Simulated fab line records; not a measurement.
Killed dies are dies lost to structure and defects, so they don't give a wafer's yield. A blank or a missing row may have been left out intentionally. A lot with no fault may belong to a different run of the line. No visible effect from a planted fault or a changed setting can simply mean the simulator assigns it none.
Which tool is to blame?	flow sky130	21 wafers from 7 lots sampled at 4 of the route's 708 steps

## WHAT EACH GAUGE READ, for each wafer
SKY_PWDE_TW_MEAS_10.
lot	measured	on	PWDE_TW
L970	day 4 06:23	film metro-04	375 377 379
L974	day 5 05:03	film metro-02	371 369 370
L979	day 6 08:23	film metro-03	378 377 378
L981	day 6 22:02	film metro-02	371 370 369
L986	day 8 02:18	film metro-03	376 378 378
L988	day 8 11:17	film metro-03	378 379 378
L991	day 9 20:50	film metro-03	375 30 30

## WHAT TOOL EACH LOT RAN ON (gives the tool, then ch and the chambers of the sampled wafers, and finally the start)
lot	SKY_DNWELL_STRIP_08	SKY_PWDE_DEVELOP_06	SKY_PWDE_STRIP_09
L970	plasma asher-02 ch 1, day 3 13:20	litho track-02 ch 0, day 4 05:00	plasma asher-01 ch 0,1, day 4 06:17
L974	plasma asher-04 ch 0,1, day 4 11:59	litho track-02 ch 0, day 5 04:00	plasma asher-02 ch 0,1, day 5 04:56
L979	plasma asher-04 ch 0,1, day 5 13:50	litho track-03 ch 0, day 6 07:00	plasma asher-02 ch 0, day 6 08:17
L981	plasma asher-04 ch 0,1, day 6 03:45	litho track-02 ch 0, day 6 21:00	plasma asher-02 ch 0,1, day 6 21:56
L986	plasma asher-04 ch 0,1, day 7 06:56	litho track-02 ch 0, day 8 01:00	plasma asher-03 ch 1, day 8 02:11
L988	plasma asher-03 ch 0,1, day 7 16:32	litho track-03 ch 0, day 8 10:00	plasma asher-03 ch 0,1, day 8 11:11
L991	plasma asher-03 ch 1, day 8 23:59	litho track-02 ch 0, day 9 20:00	plasma asher-01 ch 0,1, day 9 20:44
- SKY_DNWELL_STRIP_08: strips in O2/N2.
- SKY_PWDE_DEVELOP_06: develop time 60 s.
- SKY_PWDE_STRIP_09: strips in O2/N2.

## THE ANSWER, worked out from the rows above alone
Rule: what is usual is taken from the lots themselves. Put in order of their means at a reading, lots are off if they are a third of the lots or fewer, leave a main group of 4 or more, and stand apart from it by a gap of 3 or more times the standard deviation of the main group's means; of several such gaps the widest counts. If all means in a main group match to the digits the tables above print for the reading, that group is not used. Also off: a lot with no number at a reading for which 4 or more lots have one. Any other lot the step has rows for is counted as sound.
Off: at SKY_PWDE_TW_MEAS_10 (PWDE_TW), L991. The main group has a mean of 375 with a standard deviation of 3.6.
If a tool, at a process step before that reading, ran all the lots that are off and no sound lot after the first of them, it fits. Gauges at SKY_PWDE_TW_MEAS_10: tried the same way as those tools. Can't be told from this: 4 tools fit, plasma asher-03 at SKY_DNWELL_STRIP_08, litho track-02 at SKY_PWDE_DEVELOP_06, plasma asher-01 at SKY_PWDE_STRIP_09, film metro-03 at SKY_PWDE_TW_MEAS_10.

## WHAT WAS PUT IN BY THE SIMULATOR
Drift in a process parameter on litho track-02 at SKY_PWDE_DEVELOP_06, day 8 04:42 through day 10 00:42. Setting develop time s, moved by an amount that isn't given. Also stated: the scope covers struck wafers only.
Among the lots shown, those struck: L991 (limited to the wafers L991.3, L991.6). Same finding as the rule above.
